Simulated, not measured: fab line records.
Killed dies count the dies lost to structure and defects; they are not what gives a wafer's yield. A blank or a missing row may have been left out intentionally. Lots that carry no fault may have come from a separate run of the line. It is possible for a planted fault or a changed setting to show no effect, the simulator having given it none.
Matching of chambers | flow sky130 | rie-si-02 running SKY_FIELD_ISO_ETCH_17: 4 sister chambers
The step etches Si in HBr/Cl2/O2, target depth 342 nm, time 97.7 s. 8 wafers are shown with their chamber, then 10 later ones without.

== WAFERS WITH THEIR CHAMBER ==
wafer  | chamber | oes-product-au (a.u.) | throttle-valve-pct (%)
L078.6 | 3       | 0.986                 | 25.650
L081.2 | 3       | 0.987                 | 25.669
L082.6 | 1       | 0.970                 | 25.680
L085.1 | 1       | 0.966                 | 25.667
L085.3 | 2       | 1.003                 | 25.655
L085.4 | 0       | 0.984                 | 25.687
L088.1 | 0       | 0.992                 | 25.669
L088.2 | 2       | 1.011                 | 25.662

== WAFERS WHOSE CHAMBER IS MISSING ==
wafer  | oes-product-au (a.u.) | throttle-valve-pct (%)
L088.4 | 0.988                 | 25.658
L092.1 | 1.011                 | 25.680
L092.4 | 1.002                 | 25.647
L092.5 | 0.995                 | 25.656
L094.1 | 0.994                 | 25.676
L094.2 | 0.985                 | 25.670
L094.5 | 1.005                 | 25.650
L096.2 | 0.988                 | 25.658
L096.4 | 1.004                 | 25.658
L096.5 | 1.009                 | 25.658

== EACH ONE'S CHAMBER ==
wafer  | from the rows above          | in truth
L088.4 | can't be placed: 3 or 0      | 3
L092.1 | 2                            | 2
L092.4 | 2                            | 2
L092.5 | can't be placed: 3 or 0 or 2 | 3
L094.1 | can't be placed: 0 or 3      | 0
L094.2 | can't be placed: 0 or 3      | 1
L094.5 | 2                            | 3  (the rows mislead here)
L096.2 | can't be placed: 3 or 0      | 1
L096.4 | 2                            | 2
L096.5 | 2                            | 2
Correctly placed: 4 of 10. Unplaceable from these rows: 5, with the true chamber sitting among the candidates in 3. Placed wrongly: 1.
How it was worked out, from the rows above alone: a wafer's distance from a chamber is the root of the sum, over the readings, of the square of ((its reading less the chamber's mean) divided by the reading's scatter). If the next closest chamber is less than 2 further off than the closest, the wafer can't be placed; otherwise it belongs to the closest. The mean given for a chamber averages the wafers shown for that chamber. The scatter is the square root of a quotient: the sum, over the shown wafers, of each reading's squared deviation from its chamber's mean, divided by wafers minus chambers.
